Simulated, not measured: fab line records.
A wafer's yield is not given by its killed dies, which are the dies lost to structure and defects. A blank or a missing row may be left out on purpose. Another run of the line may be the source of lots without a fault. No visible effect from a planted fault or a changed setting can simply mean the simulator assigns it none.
Problem report in the 8D (eight disciplines) form, filled by code    flow sfq line    the parts of the form that need people (team, actions taken, sign-off) are left out

## 1. WHAT IS WRONG
Wafers without a fault read 182.3 W, standard deviation 0.59; rf fwd power W at SFQ_TRILAYER_I2_DEP_PECVD_063 reads a mean of 211.6 W on 6 wafers belonging to 2 lots. That is +50 standard deviations from the usual mean.
The step: deposits SiO2 from SiH4/N2O, time 111.11 s, target thk 500 nm.
Earliest sighting: wafer L128.1 on pecvd-02 at day 26 05:09. The record holds 18 wafers of 6 lots with a number at this step. The rule behind "out" and "out of limits": a value lying over 4 standard deviations away from the usual mean. All remaining wafers that have a number are taken as sound.

## 2. WHAT IT IS, WHAT IT ISN'T
question                     is                      is not
which readings at this step  rf fwd power W          throttle valve pct
which lots                   L128, L130              L115, L117, L132, L133
which wafers of those lots   all that have a number  -
read on which tools          pecvd-02                pecvd-01, pecvd-03
when                         from day 26 05:09       up to then (6 sound wafers); but 6 sound wafers of L132, L133 came after

## 3. SUSPECTS, AND WHAT RULES EACH OUT
Counting: a tool stays on the suspect list if, at a process step up to the reading, it processed all lots that are out and no sound lot following the first of them.
- pecvd-02 at SFQ_TRILAYER_I2_DEP_PECVD_063 (deposits SiO2 from SiH4/N2O, time 111.11 s, target thk 500 nm): kept. It processed each lot that is out, first L128 at day 26 05:09, and no sound lot thereafter; up to then, the last sound lot it processed was L117 at day 22 07:15. On those wafers its own readings are out: rf fwd power W.
After counting, what remains is pecvd-02 at SFQ_TRILAYER_I2_DEP_PECVD_063.

## 4. THE CAUSE (what the simulator had put in)
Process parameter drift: pecvd-02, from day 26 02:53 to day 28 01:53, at SFQ_TRILAYER_I2_DEP_PECVD_063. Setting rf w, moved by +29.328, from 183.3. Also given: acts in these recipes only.
Only this tool survived the counting.

## 5. THE EFFECT CHAIN, in route order
Rows list readings where the struck wafers' mean (over those with a number) sits beyond 3 standard deviations from the usual. Scope: only readings with a usual standard deviation given in the record; hours: median across lots of the time from each lot's start at the first step in this table that gives one to its start at this step; sigmas: change in usual standard deviations.
hours  step                           reading         usual    on struck wafers  change  sigmas
0      SFQ_TRILAYER_I2_DEP_PECVD_063  rf fwd power W  182.3 W  211.6             +29.3   +50
Process steps it contains:
- SFQ_TRILAYER_I2_DEP_PECVD_063: deposits SiO2 from SiH4/N2O, time 111.11 s, target thk 500 nm.

## 6. HOW IT WOULD HAVE BEEN CAUGHT EARLIER
2 hours passed between the start of the fault at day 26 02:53 and the first reading out of limits in this record, taken at day 26 05:09.
